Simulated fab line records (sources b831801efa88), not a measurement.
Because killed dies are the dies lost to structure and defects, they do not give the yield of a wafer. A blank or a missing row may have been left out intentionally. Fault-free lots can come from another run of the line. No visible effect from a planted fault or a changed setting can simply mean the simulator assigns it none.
Shared-tool check -- flow gf180mcu -- 42 wafers sampled across 12 lots

== THE REASON FOR OPENING IT ==
2 of 12 lots carry a flag on the reading HV_LDD_4_TW at GF_HV_LDD_TW_MEAS_50. Wafers without a fault read 567, standard deviation 3.4.
Rule: a lot is flagged in two cases, either no wafer of it has a number, or all its wafers with numbers fall more than 4 standard deviations from that mean. All remaining lots are regarded as sound.

lot,measured,on,"HV_LDD_4_TW, wafer by wafer",flag
L772,day 12 09:19,film-metro-02,560 560 562,
L773,day 12 16:55,film-metro-04,569 571 574,
L775,day 13 06:32,film-metro-02,559 565 564,
L777,day 14 01:58,film-metro-04,570 571 568,
L778,day 14 06:58,film-metro-04,574 571 572,
L779,day 14 17:22,film-metro-04,571 567 571,
L787,day 17 11:25,film-metro-04,573 574 574,
L789,day 18 04:52,film-metro-03,508 508 508 506 507 511,FLAGGED
L790,day 18 10:32,film-metro-04,509 507 510 511 510 508,FLAGGED
L791,day 18 20:54,film-metro-03,567 565 566,
L794,day 19 16:38,film-metro-03,566 568 569,
L795,day 20 04:22,film-metro-03,568 566 568,
The numbers of the flagged lots are 509 on average: -58 against the usual, or -17 standard deviations.

== TOOL THAT RAN EACH LOT ==
2 process steps preceding the reading are held in the record, out of 602 steps in the route. Every cell lists first the tool, next ch and the chambers used by the sampled wafers, and last the start.
lot,flag,GF_POLY_GATE_ETCH_12,GF_HV_LDD_IMPLANT_48
L772,,"rie-diel-02 ch 0,3, day 9 05:58","implanter-02 ch 0, day 12 09:05"
L773,,"rie-diel-04 ch 1,2,3, day 9 11:46","implanter-03 ch 0, day 12 16:40"
L775,,"rie-diel-02 ch 0,2, day 10 01:30","implanter-03 ch 0, day 13 06:15"
L777,,"rie-diel-02 ch 0,1,3, day 10 18:06","implanter-03 ch 0, day 14 01:43"
L778,,"rie-diel-02 ch 2,3, day 10 20:10","implanter-01 ch 0, day 14 06:44"
L779,,"rie-diel-04 ch 1,2,3, day 11 04:09","implanter-02 ch 0, day 14 17:09"
L787,,"rie-diel-04 ch 0,2,3, day 13 16:46","implanter-01 ch 0, day 17 11:11"
L789,FLAGGED,"rie-diel-02 ch 2,3, day 14 08:25","implanter-01 ch 0, day 18 04:37"
L790,FLAGGED,"rie-diel-04 ch 1,2,3, day 14 13:48","implanter-01 ch 0, day 18 10:17"
L791,,"rie-diel-04 ch 2,3, day 14 21:27","implanter-03 ch 0, day 18 20:39"
L794,,"rie-diel-02 ch 0,1,3, day 15 16:13","implanter-02 ch 0, day 19 16:25"
L795,,"rie-diel-04 ch 1,2,3, day 16 01:16","implanter-02 ch 0, day 20 04:08"
What the steps here do:
- GF_POLY_GATE_ETCH_12: etches BARC in N2/H2.
- GF_HV_LDD_IMPLANT_48
- GF_HV_LDD_TW_MEAS_50

== FLAGGED AGAINST TOTAL, ONE TOOL AT A TIME (gauges that did the reading follow at the end) ==
step,tool,lots run,flagged,share of the flagged lots,sound lots run after its first flagged lot
GF_POLY_GATE_ETCH_12,rie-diel-02,6,1,some,1 (L794)
GF_POLY_GATE_ETCH_12,rie-diel-04,6,1,some,"2 (L791,L795)"
GF_HV_LDD_IMPLANT_48,implanter-01,4,2,all,0
GF_HV_LDD_IMPLANT_48,implanter-02,4,0,none,-
GF_HV_LDD_IMPLANT_48,implanter-03,4,0,none,-
GF_HV_LDD_TW_MEAS_50,film-metro-02,2,0,none,-
GF_HV_LDD_TW_MEAS_50,film-metro-03,4,1,some,"3 (L791,L794,L795)"
GF_HV_LDD_TW_MEAS_50,film-metro-04,6,1,some,0

== THE TABLE: WHAT IT ALLOWS ==
1 row of the table ran every flagged lot: implanter-01 at GF_HV_LDD_IMPLANT_48.
- implanter-01 at GF_HV_LDD_IMPLANT_48 ran 4 lots, 2 of them flagged. Its last sound lot is L787 (day 17 11:11), its first flagged lot L789 (day 18 04:37): a fault that began between those two fits. Its own readings (tilt-deg) fall more than 4 standard deviations out on all wafers of the flagged lots.
Left over: one tool, implanter-01 at GF_HV_LDD_IMPLANT_48.

== WHAT THE SIMULATOR HAD PUT IN ==
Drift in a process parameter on implanter-01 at GF_HV_LDD_IMPLANT_48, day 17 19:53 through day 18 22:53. The setting tilt-deg was moved by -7, starting from 7. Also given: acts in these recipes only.
Struck lots among those shown: L789, L790. The same result came from the rule above.
